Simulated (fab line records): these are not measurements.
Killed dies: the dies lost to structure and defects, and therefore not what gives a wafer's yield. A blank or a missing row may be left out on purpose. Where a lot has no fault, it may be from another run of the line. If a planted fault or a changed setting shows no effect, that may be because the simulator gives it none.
Shared-tool check :: flow gf180mcu :: 14 lots, 42 wafers sampled

== WHAT PROMPTED THE OPENING ==
2 of 14 lots carry a flag on the reading V1_CVD_00_THK at GF_V1_THK_MEAS_01. Wafers without a fault read 601 nm, standard deviation 7.4.
Rule: flag the lot when none of its wafers has a number, or when each of its wafers that has one lies beyond 4 standard deviations from that mean. As for the other lots, they are considered sound.

lot: L638
measured: day 17 02:10
on: filmMetro-04
V1_CVD_00_THK (nm), wafer by wafer: 598 601 601
flag: 

lot: L640
measured: day 17 19:14
on: filmMetro-02
V1_CVD_00_THK (nm), wafer by wafer: 600 593 595
flag: 

lot: L641
measured: day 18 07:29
on: filmMetro-03
V1_CVD_00_THK (nm), wafer by wafer: 601 604 600
flag: 

lot: L642
measured: day 18 15:13
on: filmMetro-03
V1_CVD_00_THK (nm), wafer by wafer: 592 589 608
flag: 

lot: L643
measured: day 19 01:39
on: filmMetro-02
V1_CVD_00_THK (nm), wafer by wafer: 611 593 609
flag: 

lot: L644
measured: day 19 08:39
on: filmMetro-04
V1_CVD_00_THK (nm), wafer by wafer: 586 589 584
flag: 

lot: L645
measured: day 19 19:19
on: filmMetro-03
V1_CVD_00_THK (nm), wafer by wafer: 595 595 598
flag: 

lot: L646
measured: day 20 05:03
on: filmMetro-02
V1_CVD_00_THK (nm), wafer by wafer: 602 595 598
flag: 

lot: L648
measured: day 21 05:14
on: filmMetro-04
V1_CVD_00_THK (nm), wafer by wafer: 599 612 596
flag: 

lot: L650
measured: day 21 19:43
on: filmMetro-04
V1_CVD_00_THK (nm), wafer by wafer: 603 597 603
flag: 

lot: L654
measured: day 23 00:34
on: filmMetro-02
V1_CVD_00_THK (nm), wafer by wafer: 604 596 606
flag: 

lot: L656
measured: day 23 17:59
on: filmMetro-02
V1_CVD_00_THK (nm), wafer by wafer: 317 316 319
flag: FLAGGED

lot: L657
measured: day 23 23:22
on: filmMetro-04
V1_CVD_00_THK (nm), wafer by wafer: 304 300 301
flag: FLAGGED

lot: L661
measured: day 25 09:30
on: filmMetro-02
V1_CVD_00_THK (nm), wafer by wafer: 602 597 600
flag: 
On average the flagged lots' numbers are 310 nm, which is -292 nm against the usual, or -39 standard deviations.

== TOOL THAT RAN EACH LOT ==
The record holds 2 process steps before the reading, out of a route of 602 steps. Every cell lists first the tool, next ch and the chambers used by the sampled wafers, and last the start.
lot: L638
flag: 
GF_SALICIDE_SPUTTER_03: pvdSputter-02, day 15 02:10
GF_V1_CVD_00: hdpcvd-02 ch 1,2, day 17 02:05

lot: L640
flag: 
GF_SALICIDE_SPUTTER_03: pvdSputter-02, day 15 18:41
GF_V1_CVD_00: hdpcvd-01 ch 0,1, day 17 19:08

lot: L641
flag: 
GF_SALICIDE_SPUTTER_03: pvdSputter-03, day 16 05:56
GF_V1_CVD_00: hdpcvd-02 ch 0,2, day 18 07:23

lot: L642
flag: 
GF_SALICIDE_SPUTTER_03: pvdSputter-02, day 16 13:05
GF_V1_CVD_00: hdpcvd-01 ch 0,1,2, day 18 15:08

lot: L643
flag: 
GF_SALICIDE_SPUTTER_03: pvdSputter-02, day 16 22:38
GF_V1_CVD_00: hdpcvd-01 ch 0,1,2, day 19 01:35

lot: L644
flag: 
GF_SALICIDE_SPUTTER_03: pvdSputter-02, day 17 05:35
GF_V1_CVD_00: hdpcvd-01 ch 0,2, day 19 08:35

lot: L645
flag: 
GF_SALICIDE_SPUTTER_03: pvdSputter-02, day 17 15:47
GF_V1_CVD_00: hdpcvd-02 ch 0,1,2, day 19 19:14

lot: L646
flag: 
GF_SALICIDE_SPUTTER_03: pvdSputter-03, day 18 02:20
GF_V1_CVD_00: hdpcvd-02 ch 0,2, day 20 04:58

lot: L648
flag: 
GF_SALICIDE_SPUTTER_03: pvdSputter-02, day 19 01:38
GF_V1_CVD_00: hdpcvd-01 ch 0,1,2, day 21 05:10

lot: L650
flag: 
GF_SALICIDE_SPUTTER_03: pvdSputter-02, day 19 15:59
GF_V1_CVD_00: hdpcvd-02 ch 0,1,2, day 21 19:38

lot: L654
flag: 
GF_SALICIDE_SPUTTER_03: pvdSputter-02, day 20 22:23
GF_V1_CVD_00: hdpcvd-02 ch 1,2, day 23 00:30

lot: L656
flag: FLAGGED
GF_SALICIDE_SPUTTER_03: pvdSputter-03, day 21 16:08
GF_V1_CVD_00: hdpcvd-02 ch 1,2, day 23 17:55

lot: L657
flag: FLAGGED
GF_SALICIDE_SPUTTER_03: pvdSputter-02, day 21 21:26
GF_V1_CVD_00: hdpcvd-02 ch 0,2, day 23 23:17

lot: L661
flag: 
GF_SALICIDE_SPUTTER_03: pvdSputter-03, day 23 08:10
GF_V1_CVD_00: hdpcvd-01 ch 0,1, day 25 09:25
These steps, and what they do:
- GF_SALICIDE_SPUTTER_03: material TiN, target thk 20 nm, time 16.7 s.
- GF_V1_CVD_00: deposits SiO2, target thk 600 nm, time 100 s.
- GF_V1_THK_MEAS_01

== FLAGGED AGAINST TOTAL, ONE TOOL AT A TIME (gauges that did the reading follow at the end) ==
step: GF_SALICIDE_SPUTTER_03
tool: pvdSputter-02
lots run: 10
flagged: 1
share of the flagged lots: some
sound lots run after its first flagged lot: 0

step: GF_SALICIDE_SPUTTER_03
tool: pvdSputter-03
lots run: 4
flagged: 1
share of the flagged lots: some
sound lots run after its first flagged lot: 1 (L661)

step: GF_V1_CVD_00
tool: hdpcvd-01
lots run: 6
flagged: 0
share of the flagged lots: none
sound lots run after its first flagged lot: -

step: GF_V1_CVD_00
tool: hdpcvd-02
lots run: 8
flagged: 2
share of the flagged lots: all
sound lots run after its first flagged lot: 0

step: GF_V1_THK_MEAS_01
tool: filmMetro-02
lots run: 6
flagged: 1
share of the flagged lots: some
sound lots run after its first flagged lot: 1 (L661)

step: GF_V1_THK_MEAS_01
tool: filmMetro-03
lots run: 3
flagged: 0
share of the flagged lots: none
sound lots run after its first flagged lot: -

step: GF_V1_THK_MEAS_01
tool: filmMetro-04
lots run: 5
flagged: 1
share of the flagged lots: some
sound lots run after its first flagged lot: 0

== WHAT IS ALLOWED BY THE TABLE ==
In the table, 1 row covers all flagged lots: hdpcvd-02 at GF_V1_CVD_00.
- hdpcvd-02 at GF_V1_CVD_00: 2 of its 8 lots flagged. Its last sound lot is L654 (day 23 00:30), its first flagged lot L656 (day 23 17:55): a fault that began between those two fits. Its own readings (sih4FlowSccm) fall more than 4 standard deviations out on all wafers of the flagged lots.
Left over: one tool, hdpcvd-02 at GF_V1_CVD_00.

== WHAT HAD BEEN PUT IN BY THE SIMULATOR ==
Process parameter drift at GF_V1_CVD_00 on hdpcvd-02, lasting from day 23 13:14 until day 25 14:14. From 60, the setting sih4FlowSccm moved by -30. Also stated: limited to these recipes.
Struck lots among those shown: L656, L657. The rule above reached the same finding.
